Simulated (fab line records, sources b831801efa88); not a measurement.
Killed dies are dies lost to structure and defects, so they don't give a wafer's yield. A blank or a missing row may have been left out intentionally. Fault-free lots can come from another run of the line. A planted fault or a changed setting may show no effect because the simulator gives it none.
A lot that was struck, set against a sound lot -- flow gf180mcu -- 14 steps out of a route of 602
Sound: wafers L613.2, L613.4, L613.5. Struck: wafer L623.4 (L623.3, L623.6, from the same lot, were not struck and are left out); the cause is given at the end.
Per side, at each step with rows, come the tool, then ch with its chambers, and then its first start. Under that, the readings that differ: sound wafers -- struck wafers -- difference of the means -- sigmas: that difference in standard deviations of wafers without a fault.
alike: same words and numbers on both sides, and readings whose means sit less than 2 such deviations apart. not compared: any withheld reading, any reading some wafer has no value for, any bound like >300 that may hide the same value, and any number with overlapping values for which the record gives no deviation.
Wherever a step has rows on one side only, a row that says differs or no value, or a row with sigmas, the two part there. Numbers that don't overlap but have no deviation are shown without sigmas and don't part them. Lack of a reading on every wafer of one side parts them only where that side has two or more wafers.

GF_V3_OVL_MEAS_15:
  sound on overlay-02, day 22 23:43; struck on overlay-01, day 26 16:03
reading,sound,struck,difference,sigmas
V3_OVL (nm),-1 2 0,-12,-12,-3
GF_V3_ETCH_16: etches BARC in N2/H2.
  sound on rie-diel-01 ch 0,1,2, day 22 23:44; struck on rie-diel-02 ch 0, day 26 16:05
  alike: drypump-motor-current-A, oes-product-au, throttle-valve-pct
GF_V3_ETCH_17: etches SiO2 in C4F8/O2/Ar, stops on TiN, target depth 635 nm.
  sound: rie-diel-01 ch 0,1,2; struck: rie-diel-02 ch 0
  alike: oes-product-au
GF_V3_STRIP_18: strips in O2/N2.
  sound on plasma-asher-01 ch 0,1, day 22 23:52; struck on plasma-asher-01 ch 0, day 26 16:14
reading,sound,struck,difference,sigmas
oes-product-au (a.u.),0.588 0.587 0.595,0.599,+0.009,+2
  alike: drypump-motor-current-A, heater-power-w
  not compared: rf-hours-counter-h
then, 4 steps without rows for these wafers: GF_V3_STRIP_19 (strips in post etch residue remover, time 1200 s); GF_V3_CLEAN_20 (cleans in DIW); GF_V3_SPUTTER_21 (material Ti, target thk 15 nm, time 80.02 s); GF_V3_SPUTTER_22 (material TiN, target thk 10 nm, time 40 s).
GF_V3_CVD_23: deposits W, target thk 350 nm, time 104.9 s.
  sound on cvd-w-01 ch 1, day 23 00:30; struck on cvd-w-01 ch 0, day 26 16:55
  alike: heater-power-outer-w, heater-power-w
GF_V3_RS_MEAS_24: a four-point-probe measurement.
  sound on film-metro-03, day 23 00:43; struck on film-metro-04, day 26 17:01
  alike: V3_W_RS
GF_V3_THK_MEAS_25: measures by xrf.
  sound on film-metro-03, day 23 00:50; struck on film-metro-04, day 26 17:07
  alike: V3_W_THK
then, 1 step without rows for these wafers: GF_V3_CMP_26 (polishes, stops on SiO2, t overpolish 15 s, target thk 0 nm).
GF_M4_SPUTTER_00: material Ti, target thk 37.5 nm, time 150 s.
  sound on pvd-sputter-03, day 23 01:11; struck on pvd-sputter-03, day 26 17:28
reading,sound,struck,difference,sigmas
model.Ti_of_M4_SPUTTER_00.thk-nm (nm),37.87 37.45 37.57,39.84,+2.21,
  alike: throttle-valve-pct
GF_M4_SPUTTER_01: material TiN, target thk 30 nm, time 25 s.
  sound on pvd-sputter-03, day 23 01:17; struck on pvd-sputter-03, day 26 17:34
  alike: throttle-valve-pct

== WHERE THEY PART ==
First at GF_V3_OVL_MEAS_15; last, within this record, at GF_V3_STRIP_18. Later steps at which nothing parts them and some readings are alike: GF_V3_CVD_23, GF_V3_RS_MEAS_24, GF_V3_THK_MEAS_25, GF_M4_SPUTTER_00, GF_M4_SPUTTER_01.

WHY: the cause the simulator had injected
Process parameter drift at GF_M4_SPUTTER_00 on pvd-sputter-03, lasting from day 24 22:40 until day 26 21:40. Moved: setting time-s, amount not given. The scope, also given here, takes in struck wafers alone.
